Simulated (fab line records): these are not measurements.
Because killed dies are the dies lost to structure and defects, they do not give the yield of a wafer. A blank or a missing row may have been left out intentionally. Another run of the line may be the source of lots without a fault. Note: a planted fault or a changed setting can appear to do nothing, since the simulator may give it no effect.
Which of the tools did it? :: flow gf180mcu :: 11 lots, 33 wafers sampled, at 6 steps of a route of 602

WHAT EACH GAUGE READ, for each wafer
GF_VT_IMPLANT_TW_MEAS_32. Usual: VT_IMPLANT_3_TW 269.6, standard deviation 2.5.
lot: L550
measured: day 7 10:29
on: film-metro-04
VT_IMPLANT_3_TW: 273.4 269.8 271.8
flag: 

lot: L552
measured: day 7 22:08
on: film-metro-03
VT_IMPLANT_3_TW: 271.6 272.7 272.5
flag: 

lot: L553
measured: day 8 07:10
on: film-metro-01
VT_IMPLANT_3_TW: 267.0 266.8 265.9
flag: 

lot: L555
measured: day 8 17:45
on: film-metro-03
VT_IMPLANT_3_TW: 274.6 273.7 275.3
flag: 

lot: L556
measured: day 9 02:44
on: film-metro-01
VT_IMPLANT_3_TW: 29.9 30.0 29.9
flag: OFF

lot: L557
measured: day 9 08:43
on: film-metro-04
VT_IMPLANT_3_TW: 30.2 30.3 30.2
flag: OFF

lot: L565
measured: day 11 11:15
on: film-metro-01
VT_IMPLANT_3_TW: 268.1 268.5 269.0
flag: 

lot: L566
measured: day 11 14:53
on: film-metro-01
VT_IMPLANT_3_TW: 269.4 268.7 269.5
flag: 

lot: L568
measured: day 12 12:02
on: film-metro-03
VT_IMPLANT_3_TW: 271.1 267.3 269.4
flag: 

lot: L570
measured: day 12 20:52
on: film-metro-01
VT_IMPLANT_3_TW: 267.9 268.3 268.0
flag: 

lot: L571
measured: day 13 04:22
on: film-metro-03
VT_IMPLANT_3_TW: 270.3 272.4 272.4
flag: 

GF_VT_IMPLANT_OVL_MEAS_40. Usual: VT_IMPLANT_03_OVL -0.8 nm, standard deviation 1.4.
lot: L550
measured: day 8 02:26
on: overlay-01
VT_IMPLANT_03_OVL (nm): -0.3 -3.6 -2.1
flag: 

lot: L552
measured: day 8 14:48
on: overlay-02
VT_IMPLANT_03_OVL (nm): -3.6 -1.1 -0.9
flag: 

lot: L553
measured: day 8 23:50
on: overlay-02
VT_IMPLANT_03_OVL (nm): -2.3 -0.8 -0.7
flag: 

lot: L555
measured: day 9 11:02
on: overlay-01
VT_IMPLANT_03_OVL (nm): 1.2 0.5 0.9
flag: 

lot: L556
measured: day 9 19:59
on: overlay-01
VT_IMPLANT_03_OVL (nm): -1.4 -0.4 -1.5
flag: 

lot: L557
measured: day 10 02:20
on: overlay-01
VT_IMPLANT_03_OVL (nm): 1.6 1.1 -0.4
flag: 

lot: L565
measured: day 12 05:58
on: overlay-02
VT_IMPLANT_03_OVL (nm): -0.8 -2.0 -0.3
flag: 

lot: L566
measured: day 12 10:37
on: overlay-02
VT_IMPLANT_03_OVL (nm): -2.1 -0.2 -2.6
flag: 

lot: L568
measured: day 13 07:44
on: overlay-01
VT_IMPLANT_03_OVL (nm): -0.5 0.3 1.6
flag: 

lot: L570
measured: day 13 16:23
on: overlay-02
VT_IMPLANT_03_OVL (nm): -0.2 -0.6 0.3
flag: 

lot: L571
measured: day 13 23:12
on: overlay-01
VT_IMPLANT_03_OVL (nm): -1.5 0.4 -1.2
flag: 

GF_HV_LDD_OVL_MEAS_20. Usual: HV_LDD_01_OVL -1.3 nm, standard deviation 1.4.
lot: L550
measured: day 11 10:26
on: overlay-02
HV_LDD_01_OVL (nm): 0.8 -1.3 -1.0
flag: 

lot: L552
measured: day 11 23:53
on: overlay-02
HV_LDD_01_OVL (nm): 0.2 -1.4 -1.4
flag: 

lot: L553
measured: day 12 08:56
on: overlay-02
HV_LDD_01_OVL (nm): -0.4 -1.0 0.7
flag: 

lot: L555
measured: day 12 21:48
on: overlay-02
HV_LDD_01_OVL (nm): -0.9 -2.1 -0.6
flag: 

lot: L565
measured: day 16 05:23
on: overlay-02
HV_LDD_01_OVL (nm): -3.6 -2.7 -1.8
flag: 

lot: L566
measured: day 16 09:26
on: overlay-02
HV_LDD_01_OVL (nm): -0.4 -1.1 -1.5
flag: 

lot: L568
measured: day 17 08:47
on: overlay-01
HV_LDD_01_OVL (nm): -1.1 -1.1 0.0
flag: 

lot: L570
measured: day 17 15:05
on: overlay-01
HV_LDD_01_OVL (nm): -2.3 -2.4 -2.4
flag: 

lot: L571
measured: day 18 03:40
on: overlay-01
HV_LDD_01_OVL (nm): -1.0 -3.6 -1.7
flag: 

WHICH TOOL RAN EACH LOT (tool, then ch and the chambers of the sampled wafers, then the start)
lot: L550
GF_MVSD_STRIP_10: plasma-asher-01 ch 1, day 4 22:45
GF_VT_IMPLANT_STRIP_20: plasma-asher-03 ch 0,1, day 6 18:49
GF_VT_IMPLANT_STRIP_31: plasma-asher-03 ch 0,1, day 7 10:23

lot: L552
GF_MVSD_STRIP_10: plasma-asher-03 ch 0,1, day 5 09:22
GF_VT_IMPLANT_STRIP_20: plasma-asher-02 ch 0,1, day 7 06:02
GF_VT_IMPLANT_STRIP_31: plasma-asher-03 ch 0,1, day 7 22:02

lot: L553
GF_MVSD_STRIP_10: plasma-asher-01 ch 1, day 5 16:45
GF_VT_IMPLANT_STRIP_20: plasma-asher-03 ch 0,1, day 7 15:10
GF_VT_IMPLANT_STRIP_31: plasma-asher-04 ch 0,1, day 8 07:04

lot: L555
GF_MVSD_STRIP_10: plasma-asher-04 ch 0,1, day 6 03:04
GF_VT_IMPLANT_STRIP_20: plasma-asher-04 ch 0,1, day 8 00:59
GF_VT_IMPLANT_STRIP_31: plasma-asher-04 ch 0,1, day 8 17:40

lot: L556
GF_MVSD_STRIP_10: plasma-asher-04 ch 0,1, day 6 09:34
GF_VT_IMPLANT_STRIP_20: plasma-asher-02 ch 0,1, day 8 09:19
GF_VT_IMPLANT_STRIP_31: plasma-asher-04 ch 0,1, day 9 02:38

lot: L557
GF_MVSD_STRIP_10: plasma-asher-03 ch 0, day 6 15:49
GF_VT_IMPLANT_STRIP_20: plasma-asher-02 ch 0,1, day 8 15:37
GF_VT_IMPLANT_STRIP_31: plasma-asher-04 ch 0,1, day 9 08:37

lot: L565
GF_MVSD_STRIP_10: plasma-asher-01 ch 0,1, day 8 11:51
GF_VT_IMPLANT_STRIP_20: plasma-asher-04 ch 0,1, day 10 17:06
GF_VT_IMPLANT_STRIP_31: plasma-asher-02 ch 0,1, day 11 11:09

lot: L566
GF_MVSD_STRIP_10: plasma-asher-01 ch 0,1, day 8 15:06
GF_VT_IMPLANT_STRIP_20: plasma-asher-02 ch 0,1, day 10 19:49
GF_VT_IMPLANT_STRIP_31: plasma-asher-03 ch 0,1, day 11 14:47

lot: L568
GF_MVSD_STRIP_10: plasma-asher-04 ch 0,1, day 9 09:48
GF_VT_IMPLANT_STRIP_20: plasma-asher-02 ch 0, day 11 16:34
GF_VT_IMPLANT_STRIP_31: plasma-asher-04 ch 0,1, day 12 11:55

lot: L570
GF_MVSD_STRIP_10: plasma-asher-04 ch 0,1, day 9 17:37
GF_VT_IMPLANT_STRIP_20: plasma-asher-04 ch 0,1, day 12 00:52
GF_VT_IMPLANT_STRIP_31: plasma-asher-04 ch 0, day 12 20:46

lot: L571
GF_MVSD_STRIP_10: plasma-asher-01 ch 0,1, day 9 23:52
GF_VT_IMPLANT_STRIP_20: plasma-asher-02 ch 0,1, day 12 08:22
GF_VT_IMPLANT_STRIP_31: plasma-asher-04 ch 0,1, day 13 04:16
- GF_MVSD_STRIP_10: strips in O2/N2.
- GF_VT_IMPLANT_STRIP_20: strips in O2/N2.
- GF_VT_IMPLANT_STRIP_31: strips in O2/N2.

WHAT THE TOOLS THEMSELVES READ (means of the sampled wafers that have a number; where no wafer has one, the mark that the record gives instead)
GF_MVSD_STRIP_10. Usual: chamber-pressure-mTorr 1500.2 mTorr, standard deviation 1.6; drypump-motor-current-A 5.8 A, standard deviation 0.58; heater-power-w 327 W, standard deviation 61; oes-product-au 0.723 a.u., standard deviation 0.0043; platen-temp-c 250.00 C, standard deviation 0.15; strip-time-to-endpoint-s 37.01 s, standard deviation 0.11.
lot: L550
tool: plasma-asher-01
chamber-pressure-mTorr (mTorr): 1500.2
drypump-motor-current-A (A): 4.9
heater-power-w (W): 296
oes-product-au (a.u.): 0.721
platen-temp-c (C): 250.02
strip-time-to-endpoint-s (s): 37.14
flag: 

lot: L552
tool: plasma-asher-03
chamber-pressure-mTorr (mTorr): 1500.5
drypump-motor-current-A (A): 6.3
heater-power-w (W): 370
oes-product-au (a.u.): 0.729
platen-temp-c (C): 250.10
strip-time-to-endpoint-s (s): 37.14
flag: 

lot: L553
tool: plasma-asher-01
chamber-pressure-mTorr (mTorr): 1500.7
drypump-motor-current-A (A): 4.9
heater-power-w (W): 298
oes-product-au (a.u.): 0.719
platen-temp-c (C): 249.86
strip-time-to-endpoint-s (s): 36.94
flag: 

lot: L555
tool: plasma-asher-04
chamber-pressure-mTorr (mTorr): 1498.9
drypump-motor-current-A (A): 6.1
heater-power-w (W): 299
oes-product-au (a.u.): 0.726
platen-temp-c (C): 249.97
strip-time-to-endpoint-s (s): 37.07
flag: 

lot: L556
tool: plasma-asher-04
chamber-pressure-mTorr (mTorr): 1500.6
drypump-motor-current-A (A): 5.8
heater-power-w (W): 290
oes-product-au (a.u.): 0.721
platen-temp-c (C): 249.96
strip-time-to-endpoint-s (s): 37.09
flag: 

lot: L557
tool: plasma-asher-03
chamber-pressure-mTorr (mTorr): 1499.9
drypump-motor-current-A (A): 6.0
heater-power-w (W): 445
oes-product-au (a.u.): 0.721
platen-temp-c (C): 249.98
strip-time-to-endpoint-s (s): 37.04
flag: 

lot: L565
tool: plasma-asher-01
chamber-pressure-mTorr (mTorr): 1498.8
drypump-motor-current-A (A): 5.3
heater-power-w (W): 286
oes-product-au (a.u.): 0.723
platen-temp-c (C): 250.05
strip-time-to-endpoint-s (s): 36.91
flag: 

lot: L566
tool: plasma-asher-01
chamber-pressure-mTorr (mTorr): 1498.1
drypump-motor-current-A (A): 5.4
heater-power-w (W): 278
oes-product-au (a.u.): 0.723
platen-temp-c (C): 250.00
strip-time-to-endpoint-s (s): 37.07
flag: 

lot: L568
tool: plasma-asher-04
chamber-pressure-mTorr (mTorr): 1501.2
drypump-motor-current-A (A): 6.1
heater-power-w (W): 297
oes-product-au (a.u.): 0.721
platen-temp-c (C): 250.20
strip-time-to-endpoint-s (s): 37.02
flag: 

lot: L570
tool: plasma-asher-04
chamber-pressure-mTorr (mTorr): 1499.8
drypump-motor-current-A (A): 5.8
heater-power-w (W): 290
oes-product-au (a.u.): 0.725
platen-temp-c (C): 249.83
strip-time-to-endpoint-s (s): 36.99
flag: 

lot: L571
tool: plasma-asher-01
chamber-pressure-mTorr (mTorr): 1500.8
drypump-motor-current-A (A): 5.1
heater-power-w (W): 287
oes-product-au (a.u.): 0.721
platen-temp-c (C): 250.08
strip-time-to-endpoint-s (s): 37.09
flag: 

GF_VT_IMPLANT_STRIP_20. Usual: chamber-pressure-mTorr 1499 mTorr, standard deviation 7.3; drypump-motor-current-A 6.0 A, standard deviation 0.44; heater-power-w 329 W, standard deviation 55; oes-product-au 0.716 a.u., standard deviation 0.0045; platen-temp-c 250.02 C, standard deviation 0.21; strip-time-to-endpoint-s 12.64 s, standard deviation 0.033.
lot: L550
tool: plasma-asher-03
chamber-pressure-mTorr (mTorr): 1498
drypump-motor-current-A (A): 6.3
heater-power-w (W): 373
oes-product-au (a.u.): 0.720
platen-temp-c (C): 250.15
strip-time-to-endpoint-s (s): 12.66
flag: 

lot: L552
tool: plasma-asher-02
chamber-pressure-mTorr (mTorr): 1500
drypump-motor-current-A (A): 5.8
heater-power-w (W): 301
oes-product-au (a.u.): 0.714
platen-temp-c (C): 250.03
strip-time-to-endpoint-s (s): 12.63
flag: 

lot: L553
tool: plasma-asher-03
chamber-pressure-mTorr (mTorr): 1500
drypump-motor-current-A (A): 6.2
heater-power-w (W): 414
oes-product-au (a.u.): 0.716
platen-temp-c (C): 249.82
strip-time-to-endpoint-s (s): 12.61
flag: 

lot: L555
tool: plasma-asher-04
chamber-pressure-mTorr (mTorr): 1502
drypump-motor-current-A (A): 6.1
heater-power-w (W): 296
oes-product-au (a.u.): 0.715
platen-temp-c (C): 250.05
strip-time-to-endpoint-s (s): 12.61
flag: 

lot: L556
tool: plasma-asher-02
chamber-pressure-mTorr (mTorr): -
drypump-motor-current-A (A): -
heater-power-w (W): -
oes-product-au (a.u.): -
platen-temp-c (C): -
strip-time-to-endpoint-s (s): -
flag: OFF

lot: L557
tool: plasma-asher-02
chamber-pressure-mTorr (mTorr): -
drypump-motor-current-A (A): -
heater-power-w (W): -
oes-product-au (a.u.): -
platen-temp-c (C): -
strip-time-to-endpoint-s (s): -
flag: OFF

lot: L565
tool: plasma-asher-04
chamber-pressure-mTorr (mTorr): 1499
drypump-motor-current-A (A): 6.1
heater-power-w (W): 296
oes-product-au (a.u.): 0.718
platen-temp-c (C): 250.11
strip-time-to-endpoint-s (s): 12.61
flag: 

lot: L566
tool: plasma-asher-02
chamber-pressure-mTorr (mTorr): 1499
drypump-motor-current-A (A): 6.0
heater-power-w (W): 307
oes-product-au (a.u.): 0.716
platen-temp-c (C): 249.88
strip-time-to-endpoint-s (s): 12.66
flag: 

lot: L568
tool: plasma-asher-02
chamber-pressure-mTorr (mTorr): 1501
drypump-motor-current-A (A): 6.3
heater-power-w (W): 312
oes-product-au (a.u.): 0.721
platen-temp-c (C): 249.72
strip-time-to-endpoint-s (s): 12.60
flag: 

lot: L570
tool: plasma-asher-04
chamber-pressure-mTorr (mTorr): 1500
drypump-motor-current-A (A): 5.8
heater-power-w (W): 287
oes-product-au (a.u.): 0.714
platen-temp-c (C): 250.09
strip-time-to-endpoint-s (s): 12.68
flag: 

lot: L571
tool: plasma-asher-02
chamber-pressure-mTorr (mTorr): 1500
drypump-motor-current-A (A): 5.7
heater-power-w (W): 301
oes-product-au (a.u.): 0.717
platen-temp-c (C): 249.79
strip-time-to-endpoint-s (s): 12.65
flag: 

GF_VT_IMPLANT_STRIP_31. Usual: chamber-pressure-mTorr 1500.0 mTorr, standard deviation 1.3; drypump-motor-current-A 6.0 A, standard deviation 0.45; heater-power-w 329 W, standard deviation 55; oes-product-au 0.716 a.u., standard deviation 0.0042; platen-temp-c 250.01 C, standard deviation 0.17; strip-time-to-endpoint-s 12.65 s, standard deviation 0.033.
lot: L550
tool: plasma-asher-03
chamber-pressure-mTorr (mTorr): 1499.6
drypump-motor-current-A (A): 6.3
heater-power-w (W): 370
oes-product-au (a.u.): 0.713
platen-temp-c (C): 249.87
strip-time-to-endpoint-s (s): 12.64
flag: 

lot: L552
tool: plasma-asher-03
chamber-pressure-mTorr (mTorr): 1500.6
drypump-motor-current-A (A): 6.3
heater-power-w (W): 373
oes-product-au (a.u.): 0.718
platen-temp-c (C): 249.90
strip-time-to-endpoint-s (s): 12.58
flag: 

lot: L553
tool: plasma-asher-04
chamber-pressure-mTorr (mTorr): 1500.5
drypump-motor-current-A (A): 6.1
heater-power-w (W): 292
oes-product-au (a.u.): 0.714
platen-temp-c (C): 250.09
strip-time-to-endpoint-s (s): 12.64
flag: 

lot: L555
tool: plasma-asher-04
chamber-pressure-mTorr (mTorr): 1498.4
drypump-motor-current-A (A): 5.8
heater-power-w (W): 292
oes-product-au (a.u.): 0.720
platen-temp-c (C): 250.03
strip-time-to-endpoint-s (s): 12.62
flag: 

lot: L556
tool: plasma-asher-04
chamber-pressure-mTorr (mTorr): 1499.1
drypump-motor-current-A (A): 5.8
heater-power-w (W): 294
oes-product-au (a.u.): 0.721
platen-temp-c (C): 250.06
strip-time-to-endpoint-s (s): 27.69
flag: OFF

lot: L557
tool: plasma-asher-04
chamber-pressure-mTorr (mTorr): 1500.1
drypump-motor-current-A (A): 5.7
heater-power-w (W): 293
oes-product-au (a.u.): 0.719
platen-temp-c (C): 250.05
strip-time-to-endpoint-s (s): 27.64
flag: OFF

lot: L565
tool: plasma-asher-02
chamber-pressure-mTorr (mTorr): 1499.9
drypump-motor-current-A (A): 6.0
heater-power-w (W): 312
oes-product-au (a.u.): 0.718
platen-temp-c (C): 250.24
strip-time-to-endpoint-s (s): 12.66
flag: 

lot: L566
tool: plasma-asher-03
chamber-pressure-mTorr (mTorr): 1499.5
drypump-motor-current-A (A): 6.1
heater-power-w (W): 414
oes-product-au (a.u.): 0.714
platen-temp-c (C): 250.11
strip-time-to-endpoint-s (s): 12.62
flag: 

lot: L568
tool: plasma-asher-04
chamber-pressure-mTorr (mTorr): 1500.5
drypump-motor-current-A (A): 6.1
heater-power-w (W): 292
oes-product-au (a.u.): 0.714
platen-temp-c (C): 249.96
strip-time-to-endpoint-s (s): 12.66
flag: 

lot: L570
tool: plasma-asher-04
chamber-pressure-mTorr (mTorr): 1500.3
drypump-motor-current-A (A): 6.5
heater-power-w (W): 296
oes-product-au (a.u.): 0.714
platen-temp-c (C): 250.15
strip-time-to-endpoint-s (s): 12.60
flag: 

lot: L571
tool: plasma-asher-04
chamber-pressure-mTorr (mTorr): 1500.2
drypump-motor-current-A (A): 5.8
heater-power-w (W): 294
oes-product-au (a.u.): 0.716
platen-temp-c (C): 249.90
strip-time-to-endpoint-s (s): 12.62
flag: 

THE ANSWER, worked out from the rows above alone
Rule: lot off if the mean of its wafers having a number is beyond 3 standard deviations from the usual mean. A lot without any number at a reading at which 4 lots or more have one is off too. All remaining lots with rows at the step are treated as sound. First the gauges in route order, then the tools' own readings, where a lot's mean is used as printed above. The first step at which some lot is off is used, and at that step the reading that is off furthest; a lot without a number counts as furthest.
Off: L556, L557, at GF_VT_IMPLANT_TW_MEAS_32 (VT_IMPLANT_3_TW).
If a tool, at a process step before that reading, ran all the lots that are off and no sound lot after the first of them, it fits. Not tried: the gauges at GF_VT_IMPLANT_TW_MEAS_32; whatever is off there is also off at GF_VT_IMPLANT_STRIP_20, on other tools, and gauge error can't account for it. No candidate that was tried fits.

WHAT THE SIMULATOR HAD PUT IN
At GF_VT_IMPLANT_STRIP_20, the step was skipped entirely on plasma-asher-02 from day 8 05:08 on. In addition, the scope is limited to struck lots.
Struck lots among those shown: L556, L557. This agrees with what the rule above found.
